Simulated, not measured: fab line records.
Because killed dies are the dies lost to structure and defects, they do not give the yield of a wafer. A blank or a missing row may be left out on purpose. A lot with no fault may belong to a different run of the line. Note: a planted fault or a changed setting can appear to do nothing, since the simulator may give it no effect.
fab line records    flow gf180mcu
record lots=24  wafers=72  last_day=34
route steps=602 shown HV_LDD@208 V2@385 M3@425 M4@459 MIM@509
lots untouched by any fault: they come from a run of this same line in which no faults occurred
start_h: hours from the record's first day to the start of the lot's first wafer shown    wait_h: hours elapsed since this lot's preceding step    " identical to the entry in the row above    L1.1+2: a row that stands for several wafers    - no value present, or no start provided    * or withheld: withheld    < > ~ a bound
route shown NAME@n: NAME is a module with steps in the file, n the number in the route of the first one    usual: mean/standard deviation taken from wafers without a fault    same: alike in all rows    chamber/n: place in a boat    sites: the reading at each site    _std_site: standard deviation across them    _edge_site: inner sites' mean taken away from outer sites' mean    radius_mm: for every site, how far away it sits from the centre of the wafer    mask NAME#n: copy n    behind: tool/chamber where the wafer was last shaped    hold: cause of the lot's hold/its duration in hours/its outcome    device: whichever transistor did not switch (one of n, p or np)    end of line: tests of these same wafers at the route's end    for a step that has no rows: nothing shown but its recipe    killed: the dies lost at the first sort to structure and to defects; this is not the yield of the wafer    map: a wafer's dies, x killed, . not, _ none there
set.NAME: the setting that was run; set.NAME@STEP: the one run at that earlier step    model.NAME: the simulator's own value behind a step, which no gauge read
route steps across a sampled set of lots; one table per step, one row per wafer
services: a tool's chamber out of use, with start hour (start_h, from the record's first day; less than 0 if before it), hours out, and reason
## steps
# step GF_HV_LDD_OVL_MEAS_32
# usual HV_LDD_02_OVL=1.2/1.5
lot.wafer  tool        chamber  start_h  wait_h  HV_LDD_02_OVL[nm]
L074.1     overlay-02  -        250.35   0.1     -0.1
L074.4     "           -        "        "       2.5
L074.6     "           -        "        "       3.3
L075.1     overlay-01  -        258.76   0.1     -1.9
L075.5     "           -        "        "       0.4
L075.6     "           -        "        "       -2.3
L076.1     overlay-02  -        265.90   0.1     0.0
L076.4     "           -        "        "       1.5
L076.5     "           -        "        "       1.0
L077.1     overlay-02  -        273.90   0.1     2.9
L077.3     "           -        "        "       1.9
L077.4     "           -        "        "       1.1
L078.1     overlay-02  -        281.30   0.1     2.1
L078.5     "           -        "        "       4.3
L078.6     "           -        "        "       2.3
L079.2     overlay-01  -        290.95   0.1     2.5
L079.5     "           -        "        "       2.7
L079.6     "           -        "        "       3.0
L080.1     overlay-01  -        298.46   0.1     1.5
L080.5     "           -        "        "       0.1
L080.6     "           -        "        "       1.7
L081.2     overlay-01  -        307.25   0.1     1.0
L081.4     "           -        "        "       0.9
L081.5     "           -        "        "       0.8
L082.4     overlay-02  -        314.98   0.1     0.3
L082.5     "           -        "        "       0.2
L082.6     "           -        "        "       0.8
L083.2     overlay-01  -        326.72   0.1     2.2
L083.3     "           -        "        "       2.0
L083.6     "           -        "        "       1.9
L084.3     overlay-02  -        329.92   0.1     2.1
L084.4     "           -        "        "       1.9
L084.6     "           -        "        "       0.2
L085.3     overlay-01  -        338.46   0.1     2.8
L085.4     "           -        "        "       -0.1
L085.5     "           -        "        "       1.3
L086.1     overlay-01  -        348.55   0.1     0.7
L086.3     "           -        "        "       0.4
L086.4     "           -        "        "       0.9
L087.1     overlay-01  -        354.80   0.1     2.2
L087.3     "           -        "        "       4.3
L087.4     "           -        "        "       3.3
L088.2     overlay-01  -        362.37   0.1     -0.6
L088.4     "           -        "        "       2.2
L088.6     "           -        "        "       2.1
L089.1     overlay-01  -        371.55   0.1     2.2
L089.4     "           -        "        "       -1.4
L089.6     "           -        "        "       -0.4
L090.2     overlay-01  -        375.95   0.1     -0.8
L090.4     "           -        "        "       0.1
L090.5     "           -        "        "       0.9
L091.1     overlay-02  -        389.74   0.1     -1.4
L091.3     "           -        "        "       0.0
L091.5     "           -        "        "       -1.2
L092.2     overlay-01  -        392.65   0.1     1.4
L092.3     "           -        "        "       1.1
L092.5     "           -        "        "       1.4
L093.1     overlay-01  -        403.91   0.1     2.4
L093.2     "           -        "        "       3.2
L093.4     "           -        "        "       4.0
L094.2     overlay-01  -        412.81   0.1     -0.6
L094.3     "           -        "        "       0.3
L094.4     "           -        "        "       0.6
L095.1     overlay-01  -        420.29   0.1     1.0
L095.3     "           -        "        "       0.8
L095.6     "           -        "        "       -0.8
L096.2     overlay-02  -        429.20   0.1     1.3
L096.3     "           -        "        "       2.0
L096.4     "           -        "        "       0.2
L097.1     overlay-01  -        430.79   0.1     2.1
L097.2     "           -        "        "       2.3
L097.5     "           -        "        "       2.5
# step GF_V2_THK_MEAS_03
# recipe reads=SiO2_of_V2_CVD_02
# usual V2_CVD_02_THK=848/12
lot.wafer  tool           chamber  start_h  wait_h  V2_CVD_02_THK[nm]
L074.1     film_metro-01  -        434.70   0.0     845
L074.4     "              -        "        "       855
L074.6     "              -        "        "       857
L075.1     film_metro-04  -        445.53   0.0     842
L075.5     "              -        "        "       852
L075.6     "              -        "        "       865
L076.1     film_metro-04  -        454.55   0.0     840
L076.4     "              -        "        "       855
L076.5     "              -        "        "       869
L077.1     film_metro-04  -        464.39   0.0     843
L077.3     "              -        "        "       841
L077.4     "              -        "        "       862
L078.1     film_metro-01  -        472.11   0.0     847
L078.5     "              -        "        "       851
L078.6     "              -        "        "       857
L079.2     film_metro-01  -        483.20   0.0     844
L079.5     "              -        "        "       865
L079.6     "              -        "        "       862
L080.1     film_metro-04  -        492.65   0.0     841
L080.5     "              -        "        "       865
L080.6     "              -        "        "       870
L081.2     film_metro-04  -        503.35   0.0     837
L081.4     "              -        "        "       864
L081.5     "              -        "        "       852
L082.4     film_metro-03  -        511.94   0.0     855
L082.5     "              -        "        "       842
L082.6     "              -        "        "       866
L083.2     film_metro-01  -        522.88   0.0     849
L083.3     "              -        "        "       836
L083.6     "              -        "        "       865
L084.3     film_metro-04  -        527.66   0.1     824
L084.4     "              -        "        "       850
L084.6     "              -        "        "       841
L085.3     film_metro-03  -        534.86   0.1     852
L085.4     "              -        "        "       864
L085.5     "              -        "        "       841
L086.1     film_metro-04  -        546.64   0.0     856
L086.3     "              -        "        "       843
L086.4     "              -        "        "       870
L087.1     film_metro-04  -        554.24   0.0     843
L087.3     "              -        "        "       860
L087.4     "              -        "        "       863
L088.2     film_metro-04  -        561.10   0.0     824
L088.4     "              -        "        "       851
L088.6     "              -        "        "       849
L089.1     film_metro-04  -        570.95   0.0     831
L089.4     "              -        "        "       867
L089.6     "              -        "        "       864
L090.2     film_metro-01  -        576.96   0.1     855
L090.4     "              -        "        "       853
L090.5     "              -        "        "       877
L091.1     film_metro-03  -        586.78   0.0     835
L091.3     "              -        "        "       851
L091.5     "              -        "        "       843
L092.2     film_metro-03  -        592.35   0.0     836
L092.3     "              -        "        "       813
L092.5     "              -        "        "       849
L093.1     film_metro-03  -        600.58   0.0     842
L093.2     "              -        "        "       851
L093.4     "              -        "        "       850
L094.2     film_metro-01  -        608.52   0.0     841
L094.3     "              -        "        "       843
L094.4     "              -        "        "       856
L095.1     film_metro-04  -        610.92   0.0     852
L095.3     "              -        "        "       847
L095.6     "              -        "        "       839
L096.2     film_metro-01  -        622.10   0.0     831
L096.3     "              -        "        "       823
L096.4     "              -        "        "       841
L097.1     film_metro-01  -        628.76   0.0     847
L097.2     "              -        "        "       840
L097.5     "              -        "        "       860
# step GF_V2_BOW_MEAS_05
# recipe mode=bow
# usual V2_BOW=98/7.9
lot.wafer  tool           chamber  start_h  wait_h  V2_BOW[um]
L074.1     film_metro-01  -        435.06   0.2     110
L074.4     "              -        "        "       94
L074.6     "              -        "        "       111
L075.1     film_metro-04  -        445.89   0.2     108
L075.5     "              -        "        "       115
L075.6     "              -        "        "       117
L076.1     film_metro-04  -        454.91   0.1     110
L076.4     "              -        "        "       89
L076.5     "              -        "        "       100
L077.1     film_metro-04  -        464.75   0.1     97
L077.3     "              -        "        "       94
L077.4     "              -        "        "       104
L078.1     film_metro-03  -        472.47   0.2     106
L078.5     "              -        "        "       100
L078.6     "              -        "        "       108
L079.2     film_metro-01  -        483.57   0.2     91
L079.5     "              -        "        "       97
L079.6     "              -        "        "       89
L080.1     film_metro-03  -        493.01   0.2     95
L080.5     "              -        "        "       96
L080.6     "              -        "        "       94
L081.2     film_metro-03  -        503.72   0.2     90
L081.4     "              -        "        "       100
L081.5     "              -        "        "       82
L082.4     film_metro-03  -        512.33   0.2     96
L082.5     "              -        "        "       101
L082.6     "              -        "        "       86
L083.2     film_metro-03  -        523.25   0.3     107
L083.3     "              -        "        "       87
L083.6     "              -        "        "       92
L084.3     film_metro-01  -        528.04   0.2     102
L084.4     "              -        "        "       101
L084.6     "              -        "        "       99
L085.3     film_metro-04  -        535.24   0.3     105
L085.4     "              -        "        "       105
L085.5     "              -        "        "       101
L086.1     film_metro-04  -        547.00   0.2     98
L086.3     "              -        "        "       98
L086.4     "              -        "        "       98
L087.1     film_metro-01  -        554.88   0.1     89
L087.3     "              -        "        "       94
L087.4     "              -        "        "       85
L088.2     film_metro-04  -        561.47   0.2     91
L088.4     "              -        "        "       95
L088.6     "              -        "        "       94
L089.1     film_metro-03  -        571.31   0.1     103
L089.4     "              -        "        "       81
L089.6     "              -        "        "       91
L090.2     film_metro-03  -        577.39   0.2     115
L090.4     "              -        "        "       101
L090.5     "              -        "        "       94
L091.1     film_metro-03  -        587.14   0.2     90
L091.3     "              -        "        "       100
L091.5     "              -        "        "       90
L092.2     film_metro-01  -        592.79   0.3     99
L092.3     "              -        "        "       103
L092.5     "              -        "        "       98
L093.1     film_metro-03  -        600.94   0.1     91
L093.2     "              -        "        "       86
L093.4     "              -        "        "       102
L094.2     film_metro-04  -        608.89   0.2     95
L094.3     "              -        "        "       96
L094.4     "              -        "        "       96
L095.1     film_metro-04  -        611.28   0.1     108
L095.3     "              -        "        "       96
L095.6     "              -        "        "       99
L096.2     film_metro-01  -        622.47   0.1     84
L096.3     "              -        "        "       91
L096.4     "              -        "        "       103
L097.1     film_metro-03  -        629.12   0.1     99
L097.2     "              -        "        "       105
L097.5     "              -        "        "       111
# step GF_M3_METAL_ETCH_16
# recipe chemistry=Cl2/BCl3  mask_material=KrF  target_depth_nm=750.8  stop_on=SiO2  pressure_mtorr=8  icp_w=800  bias_w=140  Cl2_flow_sccm=80  bcl3_flow_sccm=40  time_s=125.1
# usual chamber_pressure_mTorr=8.000/0.0077  drypump_motor_current_A=5.30/0.27  oes_product_au=0.991/0.0059  throttle_valve_pct=28.229/0.0095
lot.wafer  tool          chamber  start_h  wait_h  chamber_pressure_mTorr  drypump_motor_current_A  oes_product_au  rf_hours_counter_h  throttle_valve_pct
L074.1     rie_metal-02  0        484.78   0.0     7.991                   5.63                     0.983           4                   28.220
L074.4     "             0        "        "       8.009                   5.63                     0.983           -                   28.233
L074.6     "             0        "        "       7.988                   5.61                     0.990           -                   28.229
L075.1     rie_metal-03  1        496.13   0.0     7.995                   5.15                     0.989           1                   28.235
L075.5     "             1        "        "       7.993                   5.18                     0.985           -                   28.238
L075.6     "             0        "        "       8.007                   5.37                     0.984           -                   28.240
L076.1     rie_metal-03  0        505.38   0.0     8.001                   5.37                     0.984           6                   28.232
L076.4     "             0        "        "       8.002                   5.38                     0.980           -                   28.239
L076.5     "             0        "        "       8.005                   5.36                     0.988           -                   28.257
L077.1     rie_metal-01  0        513.88   0.0     7.998                   5.35                     0.999           8                   28.229
L077.3     "             1        "        "       7.991                   5.42                     0.989           -                   28.227
L077.4     "             0        "        "       7.993                   5.36                     0.988           -                   28.225
L078.1     rie_metal-01  0        521.68   0.0     7.995                   5.36                     0.994           9                   28.214
L078.5     "             0        "        "       7.991                   5.37                     0.996           -                   28.221
L078.6     "             1        "        "       8.002                   5.40                     0.985           -                   28.204
L079.2     rie_metal-02  0        532.67   0.0     8.010                   5.61                     0.995           5                   28.231
L079.5     "             0        "        "       8.005                   5.63                     0.991           -                   28.226
L079.6     "             1        "        "       8.004                   4.84                     0.992           -                   28.210
L080.1     rie_metal-03  1        540.13   0.0     7.991                   5.17                     0.989           2                   28.231
L080.5     "             0        "        "       7.997                   5.38                     0.971           -                   28.241
L080.6     "             1        "        "       8.000                   5.17                     0.980           -                   28.233
L081.2     rie_metal-02  0        551.17   0.0     7.997                   5.64                     0.995           5                   28.227
L081.4     "             1        "        "       8.015                   4.85                     0.994           -                   28.216
L081.5     "             0        "        "       8.004                   5.64                     0.996           -                   28.225
L082.4     rie_metal-02  1        558.12   0.1     7.998                   4.83                     0.999           -                   28.228
L082.5     "             0        "        "       8.011                   5.61                     0.988           -                   28.222
L082.6     "             1        "        "       7.982                   4.82                     1.000           -                   28.221
L083.2     rie_metal-01  0        569.23   0.0     7.995                   5.34                     0.988           10                  28.224
L083.3     "             1        "        "       8.003                   5.35                     0.993           -                   28.239
L083.6     "             0        "        "       7.990                   5.32                     0.994           -                   28.232
L084.3     rie_metal-03  1        575.67   0.1     7.998                   5.15                     0.999           -                   28.227
L084.4     "             0        "        "       8.005                   5.39                     0.984           -                   28.235
L084.6     "             0        "        "       7.994                   5.37                     0.987           -                   28.232
L085.3     rie_metal-02  0        581.07   0.1     8.011                   5.61                     0.986           -                   28.224
L085.4     "             1        "        "       8.003                   4.85                     0.994           -                   28.224
L085.5     "             0        "        "       7.990                   5.61                     1.000           -                   28.201
L086.1     rie_metal-01  0        592.38   0.0     8.012                   5.37                     0.989           11                  28.228
L086.3     "             1        "        "       8.018                   5.39                     0.984           -                   28.219
L086.4     "             0        "        "       7.987                   5.34                     0.997           -                   28.237
L087.1     rie_metal-03  0        600.18   0.0     7.991                   5.37                     0.995           9                   28.229
L087.3     "             1        "        "       8.007                   5.17                     0.999           -                   28.230
L087.4     "             0        "        "       7.995                   5.39                     0.995           -                   28.220
L088.2     rie_metal-02  0        606.78   0.0     8.011                   5.64                     0.990           7                   28.219
L088.4     "             1        "        "       8.002                   4.85                     0.993           -                   28.239
L088.6     "             1        "        "       8.000                   4.83                     0.998           -                   28.223
L089.1     rie_metal-02  1        615.28   0.0     8.007                   4.84                     0.996           13                  28.222
L089.4     "             1        "        "       7.990                   4.86                     0.995           -                   28.228
L089.6     "             1        "        "       8.011                   4.88                     0.988           -                   28.230
L090.2     rie_metal-02  0        620.66   0.0     7.997                   5.60                     0.992           7                   28.229
L090.4     "             0        "        "       7.989                   5.64                     0.988           -                   28.211
L090.5     "             1        "        "       8.003                   4.86                     0.986           -                   28.223
L091.1     rie_metal-02  0        629.77   0.0     7.993                   5.64                     0.996           8                   28.225
L091.3     "             0        "        "       7.987                   5.62                     0.989           -                   28.220
L091.5     "             0        "        "       7.990                   5.63                     0.988           -                   28.218
L092.2     rie_metal-02  0        636.22   0.1     8.016                   5.62                     1.000           -                   28.238
L092.3     "             0        "        "       8.013                   5.63                     0.999           -                   28.221
L092.5     "             0        "        "       8.006                   5.63                     0.994           -                   28.230
L093.1     rie_metal-03  0        643.47   0.0     7.997                   5.35                     0.979           11                  28.237
L093.2     "             1        "        "       7.995                   5.20                     1.003           6                   28.223
L093.4     "             1        "        "       8.002                   5.18                     0.998           -                   28.227
L094.2     rie_metal-01  1        651.52   0.0     8.009                   5.41                     0.991           12                  28.234
L094.3     "             0        "        "       7.997                   5.37                     0.993           -                   28.240
L094.4     "             1        "        "       7.993                   5.42                     0.994           -                   28.240
L095.1     rie_metal-03  1        653.08   0.0     8.002                   5.14                     0.990           6                   28.232
L095.3     "             0        "        "       7.999                   5.34                     0.983           -                   28.243
L095.6     "             0        "        "       8.005                   5.35                     0.987           -                   28.248
L096.2     rie_metal-01  1        664.47   0.0     8.006                   5.41                     0.995           13                  28.229
L096.3     "             0        "        "       7.996                   5.36                     0.994           -                   28.224
L096.4     "             1        "        "       7.997                   5.42                     0.992           -                   28.218
L097.1     rie_metal-02  0        669.98   0.0     7.994                   5.66                     0.987           10                  28.220
L097.2     "             1        "        "       8.006                   4.88                     0.977           1                   28.220
L097.5     "             0        "        "       7.993                   5.63                     0.989           -                   28.248
# step GF_M4_SPUTTER_03
# recipe material=Ti  target_thk_nm=10  substrate_temp_c=300  chamber_pressure_pa=0.3  power_w=3000  time_s=6.7
# usual throttle_valve_pct=30.3/1.1
lot.wafer  tool            chamber  start_h  wait_h  throttle_valve_pct
L074.1     pvd_sputter-04  -        511.21   0.0     31.4
L074.4     "               -        "        "       31.5
L074.6     "               -        "        "       28.8
L075.1     pvd_sputter-04  -        522.22   0.0     31.3
L075.5     "               -        "        "       28.5
L075.6     "               -        "        "       30.7
L076.1     pvd_sputter-03  -        531.24   0.0     29.7
L076.4     "               -        "        "       28.1
L076.5     "               -        "        "       30.3
L077.1     pvd_sputter-03  -        540.19   0.0     28.1
L077.3     "               -        "        "       30.1
L077.4     "               -        "        "       30.4
L078.1     pvd_sputter-03  -        547.86   0.0     29.9
L078.5     "               -        "        "       28.0
L078.6     "               -        "        "       29.6
L079.2     pvd_sputter-03  -        558.00   0.0     27.8
L079.5     "               -        "        "       29.8
L079.6     "               -        "        "       30.2
L080.1     pvd_sputter-04  -        565.45   0.0     31.1
L080.5     "               -        "        "       31.4
L080.6     "               -        "        "       28.3
L081.2     pvd_sputter-04  -        576.03   0.0     28.6
L081.4     "               -        "        "       30.7
L081.5     "               -        "        "       31.4
L082.4     pvd_sputter-04  -        582.65   0.0     31.3
L082.5     "               -        "        "       28.5
L082.6     "               -        "        "       31.7
L083.2     pvd_sputter-04  -        593.68   0.0     31.2
L083.3     "               -        "        "       28.5
L083.6     "               -        "        "       31.4
L084.3     pvd_sputter-04  -        599.51   0.0     28.5
L084.4     "               -        "        "       31.3
L084.6     "               -        "        "       28.4
L085.3     pvd_sputter-02  -        605.54   0.0     29.5
L085.4     "               -        "        "       31.2
L085.5     "               -        "        "       30.6
L086.1     pvd_sputter-02  -        616.52   0.0     29.3
L086.3     "               -        "        "       31.5
L086.4     "               -        "        "       30.5
L087.1     pvd_sputter-02  -        624.41   0.0     30.7
L087.3     "               -        "        "       29.4
L087.4     "               -        "        "       30.4
L088.2     pvd_sputter-02  -        630.66   0.0     29.4
L088.4     "               -        "        "       30.8
L088.6     "               -        "        "       29.4
L089.1     pvd_sputter-02  -        639.60   0.0     30.2
L089.4     "               -        "        "       31.2
L089.6     "               -        "        "       31.2
L090.2     pvd_sputter-04  -        644.21   0.0     31.4
L090.4     "               -        "        "       31.2
L090.5     "               -        "        "       31.0
L091.1     pvd_sputter-04  -        653.21   0.0     31.3
L091.3     "               -        "        "       31.3
L091.5     "               -        "        "       31.2
L092.2     pvd_sputter-02  -        659.12   0.0     30.1
L092.3     "               -        "        "       29.2
L092.5     "               -        "        "       31.5
L093.1     pvd_sputter-02  -        665.34   0.0     30.3
L093.2     "               -        "        "       29.3
L093.4     "               -        "        "       30.7
L094.2     pvd_sputter-04  -        674.22   0.0     31.4
L094.3     "               -        "        "       31.2
L094.4     "               -        "        "       28.4
L095.1     pvd_sputter-02  -        674.73   0.0     30.4
L095.3     "               -        "        "       31.2
L095.6     "               -        "        "       29.3
L096.2     pvd_sputter-02  -        686.93   0.0     31.2
L096.3     "               -        "        "       30.3
L096.4     "               -        "        "       29.6
L097.1     pvd_sputter-04  -        692.14   0.0     28.6
L097.2     "               -        "        "       31.0
L097.5     "               -        "        "       31.3
# step GF_MIM_THK_MEAS_06
# recipe reads=Si3N4_of_MIM_CVD_05
# usual MIM_CVD_05_THK=42.1/0.62
lot.wafer  tool           chamber  start_h  wait_h  MIM_CVD_05_THK[nm]
L074.1     film_metro-04  -        558.71   0.0     41.6
L074.4     "              -        "        "       43.2
L074.6     "              -        "        "       43.5
L075.1     film_metro-04  -        569.44   0.0     42.3
L075.5     "              -        "        "       43.0
L075.6     "              -        "        "       43.5
L076.1     film_metro-04  -        578.98   0.0     41.4
L076.4     "              -        "        "       42.4
L076.5     "              -        "        "       41.9
L077.1     film_metro-02  -        587.75   0.0     42.3
L077.3     "              -        "        "       42.3
L077.4     "              -        "        "       42.5
L078.1     film_metro-01  -        594.74   0.0     42.7
L078.5     "              -        "        "       43.6
L078.6     "              -        "        "       43.7
L079.2     film_metro-02  -        604.61   0.0     41.7
L079.5     "              -        "        "       42.3
L079.6     "              -        "        "       42.2
L080.1     film_metro-04  -        610.28   0.0     42.0
L080.5     "              -        "        "       42.6
L080.6     "              -        "        "       42.9
L081.2     film_metro-02  -        620.04   0.0     42.4
L081.4     "              -        "        "       42.9
L081.5     "              -        "        "       42.6
L082.4     film_metro-01  -        627.05   0.0     42.5
L082.5     "              -        "        "       42.7
L082.6     "              -        "        "       42.7
L083.2     film_metro-04  -        638.20   0.0     40.9
L083.3     "              -        "        "       41.0
L083.6     "              -        "        "       41.6
L084.3     film_metro-02  -        642.61   0.0     41.9
L084.4     "              -        "        "       42.7
L084.6     "              -        "        "       42.0
L085.3     film_metro-02  -        649.37   0.0     42.3
L085.4     "              -        "        "       43.2
L085.5     "              -        "        "       42.8
L086.1     film_metro-04  -        660.71   0.0     42.2
L086.3     "              -        "        "       41.4
L086.4     "              -        "        "       43.1
L087.1     film_metro-01  -        668.35   0.0     42.1
L087.3     "              -        "        "       41.5
L087.4     "              -        "        "       41.7
L088.2     film_metro-02  -        673.22   0.0     41.3
L088.4     "              -        "        "       42.1
L088.6     "              -        "        "       41.3
L089.1     film_metro-01  -        682.40   0.0     41.8
L089.4     "              -        "        "       41.4
L089.6     "              -        "        "       42.4
L090.2     film_metro-02  -        684.62   0.0     41.3
L090.4     "              -        "        "       42.3
L090.5     "              -        "        "       42.1
L091.1     film_metro-02  -        694.86   0.0     41.6
L091.3     "              -        "        "       41.2
L091.5     "              -        "        "       42.2
L092.2     film_metro-01  -        700.37   0.0     41.1
L092.3     "              -        "        "       41.2
L092.5     "              -        "        "       42.3
L093.1     film_metro-01  -        705.18   0.0     41.3
L093.2     "              -        "        "       41.3
L093.4     "              -        "        "       41.9
L094.2     film_metro-04  -        713.99   0.0     41.3
L094.3     "              -        "        "       42.0
L094.4     "              -        "        "       42.3
L095.1     film_metro-04  -        715.38   0.2     41.5
L095.3     "              -        "        "       41.4
L095.6     "              -        "        "       42.1
L096.2     film_metro-04  -        726.46   0.0     42.5
L096.3     "              -        "        "       42.3
L096.4     "              -        "        "       42.5
L097.1     film_metro-02  -        731.55   0.0     41.8
L097.2     "              -        "        "       41.7
L097.5     "              -        "        "       42.5
## services
tool            chamber  start_h  hours  kind
rie_metal-01    -        478.98   1.1    repair
pvd_sputter-04  1        515.81   -      consumable_replace:kit
pvd_sputter-04  1        515.81   18.0   scheduled_down
pvd_sputter-04  1        515.81   18.0   vent_cycle
pvd_sputter-03  -        573.68   3.8    repair
pvd_sputter-03  -        574.17   4.4    repair
pvd_sputter-02  2        581.52   -      consumable_replace:kit
pvd_sputter-02  2        581.52   18.0   scheduled_down
pvd_sputter-02  2        581.52   18.0   vent_cycle
pvd_sputter-04  -        582.85   8.4    repair
pvd_sputter-03  -        593.28   105.8  repair
rie_metal-01    -        595.08   2.8    pm
rie_metal-02    0        609.37   6.2    repair
rie_metal-02    1        625.24   -      clean
rie_metal-02    1        625.24   22.7   scheduled_down
rie_metal-02    1        625.24   22.7   vent_cycle
pvd_sputter-04  0        638.15   -      consumable_replace:kit
pvd_sputter-04  0        638.15   18.0   scheduled_down
pvd_sputter-04  0        638.15   18.0   vent_cycle
rie_metal-01    -        643.01   0.6    repair
rie_metal-01    -        666.33   1.2    repair
rie_metal-01    0        685.29   3.7    repair
## key
fault none
